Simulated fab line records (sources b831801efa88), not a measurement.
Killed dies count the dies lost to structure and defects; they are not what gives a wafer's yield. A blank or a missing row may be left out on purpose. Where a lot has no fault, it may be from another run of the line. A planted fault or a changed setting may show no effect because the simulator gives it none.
Shared-tool check + flow sky130 + 33 wafers sampled across 11 lots

## THE REASON FOR OPENING IT
2 of 11 lots carry a flag on the reading LDD_HVN_TW at SKY_LDD_HVN_TW_MEAS_10. Fault-free wafers read 1417, with a standard deviation of 6.4.
Rule: a lot is flagged when every wafer of it that has a number lies more than 4 standard deviations from that mean, or none has a number. As for the other lots, they are considered sound.

| lot  | measured     | on            | LDD_HVN_TW, wafer by wafer | flag    |
|------|--------------|---------------|----------------------------|---------|
| L518 | day 19 18:55 | film-metro-04 | 1413 1412 1413             |         |
| L522 | day 21 18:08 | film-metro-04 | 1402 1412 1418             |         |
| L526 | day 23 09:37 | film-metro-04 | 1261 1270 1265             | FLAGGED |
| L527 | day 24 11:52 | film-metro-01 | 1269 1272 1274             | FLAGGED |
| L528 | day 24 17:22 | film-metro-03 | 1412 1406 1415             |         |
| L534 | day 26 03:16 | film-metro-01 | 1420 1420 1415             |         |
| L535 | day 26 17:17 | film-metro-01 | 1414 1424 1417             |         |
| L536 | day 27 01:52 | film-metro-03 | 1418 1424 1422             |         |
| L537 | day 27 02:37 | film-metro-04 | 1423 1410 1415             |         |
| L539 | day 27 17:01 | film-metro-04 | 1409 1416 1411             |         |
| L540 | day 28 02:40 | film-metro-01 | 1418 1408 1413             |         |
Average over the flagged lots: 1268; offset from the usual -148, equal to -23 standard deviations.

## WHICH TOOL RAN EACH LOT
The record holds 2 process steps before the reading, out of a route of 708 steps. Every cell lists first the tool, next ch and the chambers used by the sampled wafers, and last the start.
| lot  | flag    | SKY_POLY_GATE_ETCH_15              | SKY_LDD_HVN_IMPLANT_08          |
|------|---------|------------------------------------|---------------------------------|
| L518 |         | rie-diel-01 ch 0,1,3, day 15 23:11 | implanter-02 ch 0, day 19 18:40 |
| L522 |         | rie-diel-04 ch 1,2,3, day 17 18:32 | implanter-01 ch 0, day 21 17:56 |
| L526 | FLAGGED | rie-diel-02 ch 0,2, day 19 07:56   | implanter-01 ch 0, day 23 09:22 |
| L527 | FLAGGED | rie-diel-02 ch 0,2,3, day 20 12:59 | implanter-01 ch 0, day 24 11:37 |
| L528 |         | rie-diel-01 ch 0,2,3, day 20 20:26 | implanter-04 ch 0, day 24 17:07 |
| L534 |         | rie-diel-02 ch 0,1,3, day 22 08:02 | implanter-02 ch 0, day 26 03:01 |
| L535 |         | rie-diel-04 ch 0,3, day 23 01:59   | implanter-01 ch 0, day 26 17:04 |
| L536 |         | rie-diel-04 ch 0,1,3, day 23 11:05 | implanter-01 ch 0, day 27 01:37 |
| L537 |         | rie-diel-02 ch 0,2, day 23 11:44   | implanter-01 ch 0, day 27 02:22 |
| L539 |         | rie-diel-01 ch 1,2,3, day 24 04:18 | implanter-02 ch 0, day 27 16:47 |
| L540 |         | rie-diel-02 ch 2,3, day 24 13:11   | implanter-02 ch 0, day 28 02:25 |
These steps, and what they do:
- SKY_POLY_GATE_ETCH_15: etches BARC in N2/H2, stops on SiO2, time 118.5 s, target depth 110 nm.
- SKY_LDD_HVN_IMPLANT_08
- SKY_LDD_HVN_TW_MEAS_10

## FLAGGED AGAINST TOTAL, ONE TOOL AT A TIME (gauges that did the reading follow at the end)
| step                   | tool          | lots run | flagged | share of the flagged lots | sound lots run after its first flagged lot |
|------------------------|---------------|----------|---------|---------------------------|--------------------------------------------|
| SKY_POLY_GATE_ETCH_15  | rie-diel-01   | 3        | 0       | none                      | -                                          |
| SKY_POLY_GATE_ETCH_15  | rie-diel-02   | 5        | 2       | all                       | 3 (L534,L537,L540)                         |
| SKY_POLY_GATE_ETCH_15  | rie-diel-04   | 3        | 0       | none                      | -                                          |
| SKY_LDD_HVN_IMPLANT_08 | implanter-01  | 6        | 2       | all                       | 3 (L535,L536,L537)                         |
| SKY_LDD_HVN_IMPLANT_08 | implanter-02  | 4        | 0       | none                      | -                                          |
| SKY_LDD_HVN_IMPLANT_08 | implanter-04  | 1        | 0       | none                      | -                                          |
| SKY_LDD_HVN_TW_MEAS_10 | film-metro-01 | 4        | 1       | some                      | 3 (L534,L535,L540)                         |
| SKY_LDD_HVN_TW_MEAS_10 | film-metro-03 | 2        | 0       | none                      | -                                          |
| SKY_LDD_HVN_TW_MEAS_10 | film-metro-04 | 5        | 1       | some                      | 2 (L537,L539)                              |

## THE TABLE: WHAT IT ALLOWS
Every flagged lot went through 2 rows of the table: rie-diel-02 at SKY_POLY_GATE_ETCH_15 and implanter-01 at SKY_LDD_HVN_IMPLANT_08.
- rie-diel-02 at SKY_POLY_GATE_ETCH_15 ran 5 lots, 2 of them flagged. After the first flagged lot (L534, L537, L540), sound lots still ran on it; a lasting fault on the whole tool would not permit that.
- implanter-01 at SKY_LDD_HVN_IMPLANT_08 ran 6 lots, 2 of them flagged. After the first flagged lot (L535, L536, L537), sound lots still ran on it; a lasting fault on the whole tool would not permit that. Its own readings lie more than 4 standard deviations out on every wafer of the flagged lots: tilt-deg.
There is no row in the table that ran each flagged lot and no sound lot after the first.

## WHAT WAS PUT IN BY THE SIMULATOR
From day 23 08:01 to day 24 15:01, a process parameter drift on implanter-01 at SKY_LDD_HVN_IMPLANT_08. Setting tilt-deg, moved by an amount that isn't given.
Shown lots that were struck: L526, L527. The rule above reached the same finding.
